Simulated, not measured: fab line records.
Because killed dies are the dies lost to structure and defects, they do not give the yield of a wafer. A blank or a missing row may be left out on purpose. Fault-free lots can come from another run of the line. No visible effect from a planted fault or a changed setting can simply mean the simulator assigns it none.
Matching of chambers + flow sky130 + rie diel-04 running SKY_LI_CONTACT_ETCH_14: 4 sister chambers
The step etches BARC in N2/H2, stops on SiO2, time 45.9 s, target depth 60 nm. 14 wafers are shown with their chamber, then 7 later ones without.

WAFERS WITH THEIR CHAMBER
| wafer  | chamber | drypump motor current A (A) | bias w (W) | h2 flow sccm (sccm) |
|--------|---------|-----------------------------|------------|---------------------|
| L077.2 | 2       | 6.4                         | 100.13     | 199.1               |
| L077.4 | 1       | 4.9                         | 100.14     | 200.2               |
| L077.5 | 2       | 6.4                         | 99.75      | 199.5               |
| L086.1 | 3       | 5.0                         | 100.44     | 200.1               |
| L086.2 | 2       | 6.5                         | 99.95      | 199.1               |
| L086.6 | 1       | 4.9                         | 99.62      | 200.4               |
| L087.1 | 3       | 5.0                         | 100.34     | 198.9               |
| L087.5 | 1       | 4.9                         | 99.91      | 199.8               |
| L087.6 | 2       | 6.5                         | 99.96      | 199.7               |
| L088.2 | 1       | 4.9                         | 100.23     | 200.6               |
| L088.4 | 0       | 6.4                         | 100.02     | 199.2               |
| L088.5 | 0       | 6.4                         | 100.43     | 199.3               |
| L092.1 | 1       | 4.9                         | 100.15     | 199.4               |
| L092.2 | 2       | 6.4                         | 100.02     | 200.0               |

SIGNATURES, as means of the wafers listed above
| reading                 | chamber 0 | chamber 1 | chamber 2 | chamber 3 | scatter within a chamber |
|-------------------------|-----------|-----------|-----------|-----------|--------------------------|
| drypump motor current A | 6.400     | 4.900     | 6.440     | 5.000     | 0.0346                   |
| bias w                  | 100.2250  | 100.0100  | 99.9620   | 100.3900  | 0.203                    |
| h2 flow sccm            | 199.250   | 200.080   | 199.480   | 199.500   | 0.475                    |
Rule: a wafer's distance from a chamber is the root of the sum, over the readings, of the square of ((its reading less the chamber's mean) divided by the reading's scatter). The wafer belongs to the nearest chamber; if the next one is less than 2 further off, it can't be placed. How the scatter is found: for the shown wafers, subtract from each reading the mean of its chamber, square and add these, divide the total by (wafers less chambers), then take the root.

WAFERS MISSING THEIR CHAMBER
| wafer  | drypump motor current A (A) | bias w (W) | h2 flow sccm (sccm) |
|--------|-----------------------------|------------|---------------------|
| L092.6 | 5.0                         | 100.00     | 200.2               |
| L093.1 | 6.4                         | 99.55      | 200.1               |
| L093.4 | 5.0                         | 99.78      | 199.3               |
| L093.5 | 6.3                         | 100.26     | 199.9               |
| L094.1 | 4.9                         | 99.86      | 200.4               |
| L094.3 | 5.0                         | 99.38      | 200.3               |
| L094.6 | 6.3                         | 99.55      | 199.5               |

CHAMBER TAKEN BY EACH
| wafer  | from the rows above     | in truth |
|--------|-------------------------|----------|
| L092.6 | can't be placed: 3 or 1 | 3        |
| L093.1 | can't be placed: 2 or 0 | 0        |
| L093.4 | can't be placed: 3 or 1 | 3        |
| L093.5 | can't be placed: 0 or 2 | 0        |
| L094.1 | 1                       | 1        |
| L094.3 | can't be placed: 1 or 3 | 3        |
| L094.6 | can't be placed: 0 or 2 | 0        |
1 of 7 placed correctly. Unplaceable from these rows: 6, with the true chamber sitting among the candidates in 6. Placed wrongly: 0.
